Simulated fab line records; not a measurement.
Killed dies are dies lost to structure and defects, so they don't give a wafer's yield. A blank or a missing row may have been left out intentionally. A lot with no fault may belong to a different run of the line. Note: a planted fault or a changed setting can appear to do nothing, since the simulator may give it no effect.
Which of the tools did it? || flow gf180mcu || 13 lots, 39 wafers sampled, at 4 steps of a route of 602

WHAT THE GAUGES READ, wafer by wafer
GF_M1_OVL_MEAS_15. Usual: M1_OVL 4 nm, standard deviation 5.5.
{"lot": "L602", "measured": "day 16 21:50", "on": "overlay-02", "M1_OVL (nm)": "-2 -6 -2", "flag": ""}
{"lot": "L603", "measured": "day 17 12:40", "on": "overlay-02", "M1_OVL (nm)": "7 2 3", "flag": ""}
{"lot": "L604", "measured": "day 17 16:53", "on": "overlay-02", "M1_OVL (nm)": "8 10 2", "flag": ""}
{"lot": "L605", "measured": "day 18 02:28", "on": "overlay-02", "M1_OVL (nm)": "3 3 -4", "flag": ""}
{"lot": "L606", "measured": "day 18 17:40", "on": "overlay-01", "M1_OVL (nm)": "9 7 8", "flag": ""}
{"lot": "L607", "measured": "day 19 06:16", "on": "overlay-01", "M1_OVL (nm)": "1 4 -2", "flag": ""}
{"lot": "L608", "measured": "day 19 11:14", "on": "overlay-02", "M1_OVL (nm)": "-8 -6 -7", "flag": ""}
{"lot": "L609", "measured": "day 19 15:32", "on": "overlay-02", "M1_OVL (nm)": "8 11 1", "flag": ""}
{"lot": "L613", "measured": "day 21 05:02", "on": "overlay-01", "M1_OVL (nm)": "4 -5 3", "flag": ""}
{"lot": "L616", "measured": "day 22 11:07", "on": "overlay-02", "M1_OVL (nm)": "-1 -5 -8", "flag": ""}
{"lot": "L623", "measured": "day 24 09:41", "on": "overlay-01", "M1_OVL (nm)": "7 10 6", "flag": ""}
{"lot": "L624", "measured": "day 25 01:24", "on": "overlay-01", "M1_OVL (nm)": "-1 -3 -1", "flag": ""}
{"lot": "L625", "measured": "day 25 13:52", "on": "overlay-01", "M1_OVL (nm)": "2 2 4", "flag": ""}

WHAT TOOL EACH LOT RAN ON (gives the tool, then ch and the chambers of the sampled wafers, and finally the start)
{"lot": "L602", "GF_CONTACT_SPUTTER_23": "pvd sputter-02, day 15 22:48", "GF_CONTACT_CMP_27": "cmp-02 ch 1,2,3, day 15 23:13", "GF_M1_SPUTTER_04": "pvd sputter-02, day 15 23:36"}
{"lot": "L603", "GF_CONTACT_SPUTTER_23": "pvd sputter-02, day 16 13:55", "GF_CONTACT_CMP_27": "cmp-02 ch 0,3, day 16 14:14", "GF_M1_SPUTTER_04": "pvd sputter-04, day 16 14:43"}
{"lot": "L604", "GF_CONTACT_SPUTTER_23": "pvd sputter-01, day 16 17:28", "GF_CONTACT_CMP_27": "cmp-02 ch 0,1,2, day 16 17:56", "GF_M1_SPUTTER_04": "pvd sputter-02, day 16 18:16"}
{"lot": "L605", "GF_CONTACT_SPUTTER_23": "pvd sputter-01, day 17 02:41", "GF_CONTACT_CMP_27": "cmp-01 ch 1,2, day 17 03:00", "GF_M1_SPUTTER_04": "pvd sputter-03, day 17 03:29"}
{"lot": "L606", "GF_CONTACT_SPUTTER_23": "pvd sputter-02, day 17 17:17", "GF_CONTACT_CMP_27": "cmp-02 ch 1,2, day 17 17:39", "GF_M1_SPUTTER_04": "pvd sputter-04, day 17 18:05"}
{"lot": "L607", "GF_CONTACT_SPUTTER_23": "pvd sputter-02, day 18 04:50", "GF_CONTACT_CMP_27": "cmp-01 ch 0,1,3, day 18 05:13", "GF_M1_SPUTTER_04": "pvd sputter-03, day 18 05:42"}
{"lot": "L608", "GF_CONTACT_SPUTTER_23": "pvd sputter-02, day 18 09:37", "GF_CONTACT_CMP_27": "cmp-02 ch 0,1, day 18 09:56", "GF_M1_SPUTTER_04": "pvd sputter-03, day 18 10:26"}
{"lot": "L609", "GF_CONTACT_SPUTTER_23": "pvd sputter-04, day 18 14:41", "GF_CONTACT_CMP_27": "cmp-01 ch 0,3, day 18 15:03", "GF_M1_SPUTTER_04": "pvd sputter-04, day 18 15:29"}
{"lot": "L613", "GF_CONTACT_SPUTTER_23": "pvd sputter-04, day 20 04:41", "GF_CONTACT_CMP_27": "cmp-02 ch 0,1,3, day 20 05:07", "GF_M1_SPUTTER_04": "pvd sputter-02, day 20 05:30"}
{"lot": "L616", "GF_CONTACT_SPUTTER_23": "pvd sputter-02, day 21 10:59", "GF_CONTACT_CMP_27": "cmp-02 ch 0,3, day 21 11:18", "GF_M1_SPUTTER_04": "pvd sputter-03, day 21 11:47"}
{"lot": "L623", "GF_CONTACT_SPUTTER_23": "pvd sputter-02, day 23 10:45", "GF_CONTACT_CMP_27": "cmp-01 ch 1,3, day 23 11:04", "GF_M1_SPUTTER_04": "pvd sputter-02, day 23 11:33"}
{"lot": "L624", "GF_CONTACT_SPUTTER_23": "pvd sputter-01, day 24 02:41", "GF_CONTACT_CMP_27": "cmp-01 ch 0,1,2, day 24 03:03", "GF_M1_SPUTTER_04": "pvd sputter-03, day 24 03:29"}
{"lot": "L625", "GF_CONTACT_SPUTTER_23": "pvd sputter-02, day 24 15:34", "GF_CONTACT_CMP_27": "cmp-02 ch 1,2,3, day 24 15:56", "GF_M1_SPUTTER_04": "pvd sputter-04, day 24 16:22"}
- GF_CONTACT_SPUTTER_23: material TiN, target thk 10 nm, time 40 s.
- GF_CONTACT_CMP_27: polishes, stops on SiO2, t overpolish 15 s, target thk 0 nm.
- GF_M1_SPUTTER_04: material TiN, target thk 50 nm, time 41.7 s.

AS READ BY THE TOOLS THEMSELVES (means over the sampled wafers that have a number; for cases with no such wafer, the mark the record gives instead)
GF_CONTACT_SPUTTER_23. Usual: throttle valve pct 30.1 %, standard deviation 1.2.
{"lot": "L602", "tool": "pvd sputter-02", "throttle valve pct (%)": 31.0, "flag": ""}
{"lot": "L603", "tool": "pvd sputter-02", "throttle valve pct (%)": 30.7, "flag": ""}
{"lot": "L604", "tool": "pvd sputter-01", "throttle valve pct (%)": 29.9, "flag": ""}
{"lot": "L605", "tool": "pvd sputter-01", "throttle valve pct (%)": 29.9, "flag": ""}
{"lot": "L606", "tool": "pvd sputter-02", "throttle valve pct (%)": 30.6, "flag": ""}
{"lot": "L607", "tool": "pvd sputter-02", "throttle valve pct (%)": 30.5, "flag": ""}
{"lot": "L608", "tool": "pvd sputter-02", "throttle valve pct (%)": 30.6, "flag": ""}
{"lot": "L609", "tool": "pvd sputter-04", "throttle valve pct (%)": 30.3, "flag": ""}
{"lot": "L613", "tool": "pvd sputter-04", "throttle valve pct (%)": 28.8, "flag": ""}
{"lot": "L616", "tool": "pvd sputter-02", "throttle valve pct (%)": 31.4, "flag": ""}
{"lot": "L623", "tool": "pvd sputter-02", "throttle valve pct (%)": 30.8, "flag": ""}
{"lot": "L624", "tool": "pvd sputter-01", "throttle valve pct (%)": 29.2, "flag": ""}
{"lot": "L625", "tool": "pvd sputter-02", "throttle valve pct (%)": 30.6, "flag": ""}

GF_CONTACT_CMP_27. Usual: motor current A 11.0 A, standard deviation 1.1; overpolish run s 15.000 s, standard deviation 0.008; time to endpoint s 72.9 s, standard deviation 2.6.
{"lot": "L602", "tool": "cmp-02", "motor current A (A)": 11.5, "overpolish run s (s)": 15.005, "time to endpoint s (s)": 71.1, "flag": ""}
{"lot": "L603", "tool": "cmp-02", "motor current A (A)": 11.0, "overpolish run s (s)": 15.006, "time to endpoint s (s)": 72.2, "flag": ""}
{"lot": "L604", "tool": "cmp-02", "motor current A (A)": 11.2, "overpolish run s (s)": 14.989, "time to endpoint s (s)": 73.6, "flag": ""}
{"lot": "L605", "tool": "cmp-01", "motor current A (A)": 10.9, "overpolish run s (s)": 14.995, "time to endpoint s (s)": 70.4, "flag": ""}
{"lot": "L606", "tool": "cmp-02", "motor current A (A)": 11.8, "overpolish run s (s)": 14.997, "time to endpoint s (s)": 74.0, "flag": ""}
{"lot": "L607", "tool": "cmp-01", "motor current A (A)": 10.7, "overpolish run s (s)": 15.003, "time to endpoint s (s)": 74.4, "flag": ""}
{"lot": "L608", "tool": "cmp-02", "motor current A (A)": 11.6, "overpolish run s (s)": 14.996, "time to endpoint s (s)": 69.5, "flag": ""}
{"lot": "L609", "tool": "cmp-01", "motor current A (A)": 10.5, "overpolish run s (s)": 15.005, "time to endpoint s (s)": 76.7, "flag": ""}
{"lot": "L613", "tool": "cmp-02", "motor current A (A)": 11.8, "overpolish run s (s)": 14.994, "time to endpoint s (s)": 75.1, "flag": ""}
{"lot": "L616", "tool": "cmp-02", "motor current A (A)": 10.6, "overpolish run s (s)": 14.996, "time to endpoint s (s)": 60.7, "flag": "OFF"}
{"lot": "L623", "tool": "cmp-01", "motor current A (A)": 9.5, "overpolish run s (s)": 14.996, "time to endpoint s (s)": 69.9, "flag": ""}
{"lot": "L624", "tool": "cmp-01", "motor current A (A)": 10.8, "overpolish run s (s)": 14.993, "time to endpoint s (s)": 70.1, "flag": ""}
{"lot": "L625", "tool": "cmp-02", "motor current A (A)": 11.4, "overpolish run s (s)": 14.998, "time to endpoint s (s)": 76.1, "flag": ""}

GF_M1_SPUTTER_04. Usual: throttle valve pct 30.1 %, standard deviation 1.1.
{"lot": "L602", "tool": "pvd sputter-02", "throttle valve pct (%)": 30.1, "flag": ""}
{"lot": "L603", "tool": "pvd sputter-04", "throttle valve pct (%)": 29.9, "flag": ""}
{"lot": "L604", "tool": "pvd sputter-02", "throttle valve pct (%)": 31.1, "flag": ""}
{"lot": "L605", "tool": "pvd sputter-03", "throttle valve pct (%)": 30.1, "flag": ""}
{"lot": "L606", "tool": "pvd sputter-04", "throttle valve pct (%)": 29.8, "flag": ""}
{"lot": "L607", "tool": "pvd sputter-03", "throttle valve pct (%)": 30.1, "flag": ""}
{"lot": "L608", "tool": "pvd sputter-03", "throttle valve pct (%)": 30.5, "flag": ""}
{"lot": "L609", "tool": "pvd sputter-04", "throttle valve pct (%)": 28.3, "flag": ""}
{"lot": "L613", "tool": "pvd sputter-02", "throttle valve pct (%)": 30.6, "flag": ""}
{"lot": "L616", "tool": "pvd sputter-03", "throttle valve pct (%)": 29.9, "flag": ""}
{"lot": "L623", "tool": "pvd sputter-02", "throttle valve pct (%)": 30.4, "flag": ""}
{"lot": "L624", "tool": "pvd sputter-03", "throttle valve pct (%)": 29.9, "flag": ""}
{"lot": "L625", "tool": "pvd sputter-04", "throttle valve pct (%)": 29.0, "flag": ""}

THE ANSWER, worked out from the rows above alone
Rule: a lot is off if the mean of its wafers that have a number lies more than 3 standard deviations from the usual mean. A lot without any number at a reading at which 4 lots or more have one is off too. The other lots that the step has rows for count as sound. Order of review: gauges by route order, followed by the tools' own readings, for which a lot's mean as printed above is used. At the first step where some lot is off, the reading lying furthest off is the one used; lots without a number count as furthest.
Off: L616 (GF_CONTACT_CMP_27, time to endpoint s).
If a tool, at that step or one of the process steps before it, ran each lot that is off and ran no sound lot following the first of them, it fits. No candidate that was tried fits.

WHAT WAS PUT IN BY THE SIMULATOR
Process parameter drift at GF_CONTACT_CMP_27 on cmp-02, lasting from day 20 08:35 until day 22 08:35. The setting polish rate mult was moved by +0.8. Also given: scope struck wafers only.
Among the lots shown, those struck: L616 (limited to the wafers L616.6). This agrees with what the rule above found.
